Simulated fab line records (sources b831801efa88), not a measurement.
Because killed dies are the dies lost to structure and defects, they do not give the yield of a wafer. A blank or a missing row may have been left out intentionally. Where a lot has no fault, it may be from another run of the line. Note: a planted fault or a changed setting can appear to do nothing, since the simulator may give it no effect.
What tool caused it? ; flow gf180mcu ; 12 lots, 36 wafers sampled, at 6 steps of a route of 602

WHAT THE GAUGES READ, wafer by wafer
GF_PSD_OVL_MEAS_08.
lot;measured;on;PSD_OVL (nm)
L836;day 14 03:14;overlay-01;-0.4 1.9 0.4
L838;day 15 07:37;overlay-01;1.1 1.0 0.3
L839;day 15 16:46;overlay-02;-0.2 -0.2 -0.4
L843;day 16 19:35;overlay-02;-0.1 -0.3 -0.5
L845;day 17 17:04;overlay-01;-0.9 -0.3 0.0
L846;day 17 21:29;overlay-01;3.5 2.5 1.0
L848;day 18 04:44;overlay-01;0.3 0.5 -1.2
L849;day 18 20:23;overlay-02;0.7 -0.4 -0.3
L850;day 19 04:23;overlay-02;0.0 -0.1 -0.3
L851;day 19 10:22;overlay-02;-0.1 -0.1 0.3
L857;day 21 14:16;overlay-01;-2.1 -1.7 -2.9
L859;day 22 11:50;overlay-02;0.8 1.1 0.4

GF_PSD_RS_MEAS_14: measures by four-point-probe.
lot;measured;on;NSD_RS (ohm/sq)
L836;day 14 03:46;film-metro-02;46.16 46.11 46.09
L838;day 15 08:06;film-metro-04;46.12 46.00 46.05
L839;day 15 17:15;film-metro-03;46.18 46.14 46.15
L843;day 16 20:07;film-metro-03;46.13 46.10 46.14
L845;day 17 17:33;film-metro-03;46.03 45.98 45.98
L846;day 17 22:00;film-metro-03;45.99 45.94 45.98
L848;day 18 05:13;film-metro-04;46.43 46.48 46.43
L849;day 18 20:54;film-metro-04;42.83 42.75 42.84
L850;day 19 04:56;film-metro-03;46.21 46.17 46.19
L851;day 19 10:51;film-metro-04;42.80 42.78 42.78
L857;day 21 14:46;film-metro-04;46.04 46.21 46.19
L859;day 22 12:19;film-metro-02;46.07 45.99 46.08

GF_PSD_RS_MEAS_15: measures by four-point-probe.
lot;measured;on;PSD_RS (ohm/sq)
L836;day 14 03:53;film-metro-02;108.55 108.63 108.30
L838;day 15 08:13;film-metro-04;108.38 108.37 108.64
L839;day 15 17:22;film-metro-03;108.44 108.65 108.75
L843;day 16 20:14;film-metro-03;108.53 108.29 108.49
L845;day 17 17:40;film-metro-03;108.49 108.11 108.61
L846;day 17 22:07;film-metro-03;108.27 108.16 108.37
L848;day 18 05:20;film-metro-04;109.06 109.15 108.93
L849;day 18 21:01;film-metro-04;98.95 98.74 99.06
L850;day 19 05:04;film-metro-03;108.34 108.56 108.49
L851;day 19 10:58;film-metro-04;98.97 99.13 98.80
L857;day 21 14:53;film-metro-04;108.81 108.56 108.69
L859;day 22 12:26;film-metro-02;108.21 108.23 108.34

GF_M3_THK_MEAS_06: measures by xrf.
lot;measured;on;M3_ALCU_THK (nm)
L836;day 20 05:55;film-metro-04;446 444 449
L838;day 21 19:34;film-metro-02;454 454 458
L839;day 22 00:03;film-metro-04;446 437 445
L843;day 23 13:39;film-metro-02;460 453 450
L845;day 24 09:25;film-metro-04;453 448 448
L846;day 24 11:52;film-metro-02;461 457 453
L848;day 24 14:52;film-metro-03;457 457 456
L849;day 25 10:02;film-metro-03;442 440 439
L850;day 25 12:20;film-metro-02;456 458 456
L851;day 25 15:25;film-metro-04;447 443 445
L857;day 27 13:01;film-metro-02;460 460 462
L859;day 28 07:38;film-metro-03;448 455 450

WHICH TOOL RAN EACH LOT (tool, then ch and the chambers of the sampled wafers, then the start)
lot;GF_PSD_RTA_13;GF_CONTACT_STRIP_18
L836;rtp-anneal-02 ch 0, day 14 03:40;plasma-asher-02 ch 0,1, day 16 00:07
L838;rtp-anneal-01 ch 0, day 15 08:01;plasma-asher-02 ch 0,1, day 17 06:16
L839;rtp-anneal-01 ch 0, day 15 17:10;plasma-asher-02 ch 0,1, day 17 16:05
L843;rtp-anneal-02 ch 0, day 16 19:59;plasma-asher-02 ch 0,1, day 18 21:53
L845;rtp-anneal-02 ch 0, day 17 17:28;plasma-asher-01 ch 0,1, day 19 20:17
L846;rtp-anneal-01 ch 0, day 17 21:54;plasma-asher-01 ch 0,1, day 20 00:48
L848;rtp-anneal-01 ch 0, day 18 05:07;plasma-asher-03 ch 0,1, day 20 07:53
L849;rtp-anneal-01 ch 0, day 18 20:48;plasma-asher-01 ch 0,1, day 21 00:10
L850;rtp-anneal-02 ch 0, day 19 04:46;plasma-asher-03 ch 1, day 21 07:23
L851;rtp-anneal-01 ch 0, day 19 10:46;plasma-asher-01 ch 0,1, day 21 13:50
L857;rtp-anneal-02 ch 0, day 21 14:41;plasma-asher-03 ch 0, day 23 15:35
L859;rtp-anneal-02 ch 0, day 22 12:14;plasma-asher-03 ch 0,1, day 24 13:17
- GF_PSD_RTA_13: time 20 s.
- GF_CONTACT_STRIP_18: strips in O2/N2.

AS READ BY THE TOOLS THEMSELVES (means over the sampled wafers that have a number; for cases with no such wafer, the mark the record gives instead)
GF_PSD_RTA_13.
lot;tool;chamber-o2-ppm;lamp-power-pct (%);wafer_temp_C_max
L836;rtp-anneal-02;1.992;36.7;1027.4
L838;rtp-anneal-01;1.992;35.2;1030.6
L839;rtp-anneal-01;2.011;35.2;1031.4
L843;rtp-anneal-02;1.997;36.7;1028.2
L845;rtp-anneal-02;1.974;36.7;1028.5
L846;rtp-anneal-01;2.002;35.2;1030.5
L848;rtp-anneal-01;2.002;35.2;1031.8
L849;rtp-anneal-01;1.995;37.4;1055.0
L850;rtp-anneal-02;1.996;36.7;1028.3
L851;rtp-anneal-01;2.012;37.4;1054.2
L857;rtp-anneal-02;2.006;36.7;1028.3
L859;rtp-anneal-02;2.000;36.6;1027.8

GF_CONTACT_STRIP_18.
lot;tool;drypump-motor-current-A (A);heater-power-w (W);o2-flow-sccm (sccm);oes-product-au (a.u.)
L836;plasma-asher-02;5.7;388;2997;0.576
L838;plasma-asher-02;6.1;394;3003;0.582
L839;plasma-asher-02;6.1;397;3003;0.580
L843;plasma-asher-02;5.8;384;2993;0.575
L845;plasma-asher-01;6.3;320;2997;0.574
L846;plasma-asher-01;6.3;315;2998;0.584
L848;plasma-asher-03;5.7;339;2991;0.579
L849;plasma-asher-01;6.3;324;3014;0.577
L850;plasma-asher-03;5.8;353;3000;0.576
L851;plasma-asher-01;6.3;320;3002;0.585
L857;plasma-asher-03;5.4;296;2997;0.579
L859;plasma-asher-03;5.7;333;3002;0.580

THE ANSWER, worked out from the rows above alone
Rule: usual is defined by the lots themselves. Put in order of their means at a reading, lots are off if they are a third of the lots or fewer, leave a main group of 4 or more, and stand apart from it by a gap of 3 or more times the standard deviation of the main group's means; of several such gaps the widest counts. The tables above print the reading to a certain number of digits; a main group whose means all agree to those digits is not used. Also off: a lot with no number at a reading for which 4 or more lots have one. All remaining lots with rows at the step are treated as sound. The gauges are gone through in route order, then the tools' own readings, and for those a lot's mean is taken as printed above. The first step at which some lot is off is used, and at that step the reading that is off furthest; a lot without a number counts as furthest.
Off: L849, L851, at GF_PSD_RS_MEAS_14 (NSD_RS). Mean 46.13 ohm/sq and standard deviation 0.13 in the main group.
If a tool, at a process step before that reading, ran all the lots that are off and no sound lot after the first of them, it fits. Not tried: the gauges at GF_PSD_RS_MEAS_14; whatever is off there is also off at GF_PSD_RTA_13, on other tools, and gauge error can't account for it. One fits: rtp-anneal-01 at GF_PSD_RTA_13. Its last sound lot is L848 (day 18 05:07), its first lot that is off L849 (day 18 20:48): a fault that began between those two fits.
On the lots that are off, the tool's own readings at GF_PSD_RTA_13 differ by more than 5 times the standard deviation of the sound lots' means, which bears it out; wafer_temp_C_max reads 1054.6 there versus 1029.3 on the sound lots.

WHAT HAD BEEN PUT IN BY THE SIMULATOR
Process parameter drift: rtp-anneal-01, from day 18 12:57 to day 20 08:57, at GF_PSD_RTA_13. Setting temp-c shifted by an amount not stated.
Shown lots that were struck: L849, L851. This agrees with what the rule above found.
